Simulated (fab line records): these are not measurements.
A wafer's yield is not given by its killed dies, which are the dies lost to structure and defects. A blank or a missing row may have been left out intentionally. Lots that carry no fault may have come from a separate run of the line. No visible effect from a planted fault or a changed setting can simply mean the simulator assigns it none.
8D (eight disciplines) problem report, filled in by code    flow sky130    the parts of the form that need people (team, actions taken, sign-off) are left out

1. PROBLEM STATEMENT
At SKY_SD_N_DEVELOP_06, developer_temp_C averages 20.79 C over 6 wafers from 2 lots, while fault-free wafers read 23.02 C, standard deviation 0.11. That is -20 standard deviations from the usual mean.
The step: develop time 60 s.
The first sign was on wafer L520.1 at day 34 00:41, on litho_track-03. The record holds 42 wafers of 14 lots with a number at this step. Rule for "out" (also "out of limits"): further than 4 standard deviations from the usual mean. Any other wafer with a number is counted as sound.

2. WHAT THIS IS AND IS NOT
question                     is                      is not
which readings at this step  developer_temp_C        -
which lots                   L520, L521              L501, L504, L505, L506, L507, L508, L509, L510, L511, L512, L513, L524
which wafers of those lots   all that have a number  -
read on which tools          litho_track-03          litho_track-01, litho_track-02
when                         from day 34 00:41       up to then (33 sound wafers); but 3 sound wafers of L524 came after

3. THE SUSPECTS, EACH WITH WHAT RULES IT OUT
Counting: a tool at a process step up to the reading stays a suspect if it ran every lot that is out and no sound lot after the first of them.
- litho_track-03 at SKY_SD_N_DEVELOP_06 (develop time 60 s): kept. It ran every lot that is out, first L520 (day 34 00:41), and no sound lot after that; its last sound lot up to then is L513 (day 32 00:16). Its own developer_temp_C readings are out on those wafers.
Remaining after the count: litho_track-03 at SKY_SD_N_DEVELOP_06.

4. THE CAUSE (what the simulator had put in)
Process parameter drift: litho_track-03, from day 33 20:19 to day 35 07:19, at SKY_SD_N_DEVELOP_06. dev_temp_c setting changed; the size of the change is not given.
After counting, this tool was the only one left.

5. THE CHAIN OF EFFECTS, in route order
Each row: a reading whose mean over the struck wafers that have a number lies more than 3 standard deviations from the usual. Scope: only readings with a usual standard deviation given in the record; hours: median across lots of the time from each lot's start at the first step in this table that gives one to its start at this step; sigmas: change in usual standard deviations.
hours  step                 reading           usual    on struck wafers  change  sigmas
0      SKY_SD_N_DEVELOP_06  developer_temp_C  23.02 C  20.79             -2.23   -20
The process steps in it:
- SKY_SD_N_DEVELOP_06: develop time 60 s.
Later steps that measure or inspect, where all struck wafers having a row at the step show a number for every such reading and not one has moved that far: SKY_SD_N_CD_MEAS_07, SKY_LI_CONTACT_BOW_MEAS_03, SKY_CONTACT_THK_MEAS_03.

6. WHAT WOULD HAVE CAUGHT IT SOONER
4 hours passed between the start of the fault at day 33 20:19 and the first reading out of limits in this record, taken at day 34 00:41.
